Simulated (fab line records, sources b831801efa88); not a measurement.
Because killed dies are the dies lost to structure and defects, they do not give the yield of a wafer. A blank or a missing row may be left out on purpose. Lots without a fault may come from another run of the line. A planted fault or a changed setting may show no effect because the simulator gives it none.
Struck lot and sound lot, side by side	flow sky130	42 out of 708 route steps
Sound: wafers L737.1, L737.2, L737.6. Struck: wafers L747.2, L747.3, L747.4. The cause is given at the end.
Order at every step that has rows: each side's tool, ch and its chambers, its first start. Under that, the readings that differ: sound wafers	struck wafers	difference of the means	sigmas: that difference in standard deviations of wafers without a fault.
alike: a reading whose means differ by less than 2 such deviations, as well as words and numbers matching on both sides. not compared: withheld readings; readings where some wafer has no value; bounds like >300 that might hide an equal value; numbers whose values overlap and for which the record gives no deviation.
Wherever a step has rows on one side only, a row that says differs or no value, or a row with sigmas, the two part there. Numbers that have no deviation but don't overlap get no sigmas and don't part them. A reading missing from all wafers of one side parts the sides only when that side holds two or more wafers.

SKY_NWELL_RS_MEAS_29: uses a four-point probe to measure.
  sound on film_metro-04 at day 5 05:13; struck on film_metro-04 at day 7 20:08
  alike: NWELL_RS
SKY_NWELL_RS_MEAS_31: uses a four-point probe to measure.
  sound on film_metro-04 at day 5 05:27; struck on film_metro-04 at day 7 20:23
  alike: PWDE_RS
then, 7 steps without rows for these wafers: SKY_VT_ADJUST_HVTP_DEHYDRATE_00 (time 60 s); SKY_VT_ADJUST_HVTP_HMDS_01 (prime time 60 s); SKY_VT_ADJUST_HVTP_COAT_02 (resist thk 1140 nm); SKY_VT_ADJUST_HVTP_SOFTBAKE_03 (time 60 s); SKY_VT_ADJUST_HVTP_EXPOSE_04 (exposes mask HVTPM, target cd 380 nm); SKY_VT_ADJUST_HVTP_PEB_05; SKY_VT_ADJUST_HVTP_DEVELOP_06 (develop time 60 s).
SKY_VT_ADJUST_HVTP_CD_MEAS_07 targets a cd of 380 nm.
  sound on cd_sem-02 at day 5 23:32; struck on cd_sem-02 at day 8 16:50
  alike: cd_nm
SKY_VT_ADJUST_HVTP_OVL_MEAS_08:
  sound on overlay-01 at day 5 23:39; struck on overlay-01 at day 8 16:56
  alike: VT_ADJUST_HVTP_OVL
SKY_VT_ADJUST_HVTP_IMPLANT_09:
  sound on implanter-01 ch 0, day 5 23:41; struck on implanter-01 ch 0, day 8 17:00
SKY_VT_ADJUST_HVTP_STRIP_10: strips in O2/N2.
  sound on plasma_asher-01 ch 0,1, day 5 23:50; struck on plasma_asher-04 ch 0,1, day 8 17:07
  alike: chamber_pressure_mTorr, drypump_motor_current_A, oes_product_au, strip_time_to_endpoint_s
  not compared: rf_hours_counter_h
SKY_VT_ADJUST_HVTP_TW_MEAS_11:
  sound on film_metro-02 at day 5 23:56; struck on film_metro-02 at day 8 17:14
reading	sound	struck	difference	sigmas
VT_ADJUST_HVTP_TW	1338 1339 1339	1316 1320 1327	-18	-2
then, 7 steps without rows for these wafers: SKY_VT_ADJUST_LVTN_DEHYDRATE_00 (time 60 s); SKY_VT_ADJUST_LVTN_HMDS_01 (prime time 60 s); SKY_VT_ADJUST_LVTN_COAT_02 (resist thk 3000 nm); SKY_VT_ADJUST_LVTN_SOFTBAKE_03; SKY_VT_ADJUST_LVTN_EXPOSE_04 (exposes mask NWM COMPLEMENT LESS NATIVE, target cd 840 nm); SKY_VT_ADJUST_LVTN_PEB_05; SKY_VT_ADJUST_LVTN_DEVELOP_06 (develop time 60 s).
SKY_VT_ADJUST_LVTN_OVL_MEAS_07:
  sound on overlay-01 at day 6 18:44; struck on overlay-02 at day 9 14:58
  alike: VT_ADJUST_LVTN_OVL
then, 1 step without rows for these wafers: SKY_VT_ADJUST_LVTN_IMPLANT_08.
SKY_VT_ADJUST_LVTN_STRIP_09: strips in O2/N2.
  sound on plasma_asher-01 ch 0,1, day 6 18:55; struck on plasma_asher-04 ch 0,1, day 9 15:08
reading	sound	struck	difference	sigmas
drypump_motor_current_A (A)	5.4 5.0 5.0	6.6 6.1 6.7	+1.3	+2
  alike: chamber_pressure_mTorr, oes_product_au, strip_time_to_endpoint_s
  not compared: rf_hours_counter_h
SKY_VT_ADJUST_LVTN_TW_MEAS_10:
  sound on film_metro-02 at day 6 19:01; struck on film_metro-02 at day 9 15:15
  alike: VT_ADJUST_LVTN_TW
then, 7 steps without rows for these wafers: SKY_VT_ADJUST_LVTN_DEHYDRATE_11 (time 60 s); SKY_VT_ADJUST_LVTN_HMDS_12 (prime time 60 s); SKY_VT_ADJUST_LVTN_COAT_13 (resist thk 1128 nm); SKY_VT_ADJUST_LVTN_SOFTBAKE_14 (time 60 s); SKY_VT_ADJUST_LVTN_EXPOSE_15 (exposes mask HVN STD DERIVED, target cd 600 nm); SKY_VT_ADJUST_LVTN_PEB_16; SKY_VT_ADJUST_LVTN_DEVELOP_17 (develop time 60 s).
SKY_VT_ADJUST_LVTN_OVL_MEAS_18:
  sound on overlay-02 at day 7 13:37; struck on overlay-01 at day 10 14:46
reading	sound	struck	difference	sigmas
VT_ADJUST_LVTN_01_OVL (nm)	-3.5 -2.0 -1.3	-0.2 1.1 2.6	+3.4	+2
then, 1 step without rows for these wafers: SKY_VT_ADJUST_LVTN_IMPLANT_19.
SKY_VT_ADJUST_LVTN_STRIP_20: strips in O2/N2.
  sound on plasma_asher-03 ch 0,1, day 7 13:48; struck on plasma_asher-04 ch 0,1, day 10 14:56
  alike: chamber_pressure_mTorr, drypump_motor_current_A, oes_product_au, strip_time_to_endpoint_s
  not compared: rf_hours_counter_h
SKY_VT_ADJUST_LVTN_TW_MEAS_21:
  sound on film_metro-01 at day 7 13:54; struck on film_metro-04 at day 10 15:03
  alike: VT_ADJUST_LVTN_2_TW
then, 5 steps without rows for these wafers: SKY_VT_ADJUST_NCORE_DEHYDRATE_00 (time 60 s); SKY_VT_ADJUST_NCORE_HMDS_01 (prime time 60 s); SKY_VT_ADJUST_NCORE_COAT_02 (resist thk 1140 nm); SKY_VT_ADJUST_NCORE_SOFTBAKE_03 (time 60 s); SKY_VT_ADJUST_NCORE_EXPOSE_04 (exposes mask LVTN COMPLEMENT THIN, target cd 380 nm).
-- record jumps: 38 days separate the struck wafers' starts on either side; left off in module VT_ADJUST_NCORE, taken up again in module PAD_OPEN, whose first shown step is the route's number 708 --
SKY_PAD_OPEN_PROBE_99:
  sound on prober-02 at day 45 15:35; struck on prober-02 at day 48 14:40
reading	sound	struck	difference	sigmas
model.etest.tip_p.rs_ohm_sq	6910 6974 6965	6541 6587 6506	-405	
model.etest.tip_p.rs_ohm_sq_range	233.6 202.8 224.8	382.7 478.5 360.9	+187.0	
model.etest.pfet_01v8.drive_ua_um	185.8 186.9 188.5	202.1 191 200.9	+10.9	
model.etest.pfet_01v8_mvt.drive_ua_um	147 149 147.2	162.1 155.9 162.1	+12.3	
model.etest.pfet_01v8.drive_ua_um_range	9.596 9.943 9.058	16.17 16.42 18.67	+7.55	
model.etest.pfet_01v8_mvt.off_log10_a_um	-11.06 -10.95 -11.18	-9.517 -9.578 -9.495	+1.533	
model.etest.pfet_01v8.off_log10_a_um	-10.2 -10.01 -10.09	-8.757 -9.319 -8.931	+1.098	
  alike: killed_at_M0_to_M3, killed_at_M4_up, killed_at_contacts, killed_at_front_end, killed_at_other, killed_dies, killed_open, killed_short
  not compared: model.etest.tip_p.rs_ohm_sq_rim_less_centre

## WHERE THEY PART
Last at SKY_VT_ADJUST_LVTN_OVL_MEAS_18 as far as this record goes, first at SKY_VT_ADJUST_HVTP_TW_MEAS_11. Later steps at which nothing parts them and some readings are alike: SKY_VT_ADJUST_LVTN_STRIP_20, SKY_VT_ADJUST_LVTN_TW_MEAS_21, SKY_PAD_OPEN_PROBE_99.

WHY: what the simulator had put in
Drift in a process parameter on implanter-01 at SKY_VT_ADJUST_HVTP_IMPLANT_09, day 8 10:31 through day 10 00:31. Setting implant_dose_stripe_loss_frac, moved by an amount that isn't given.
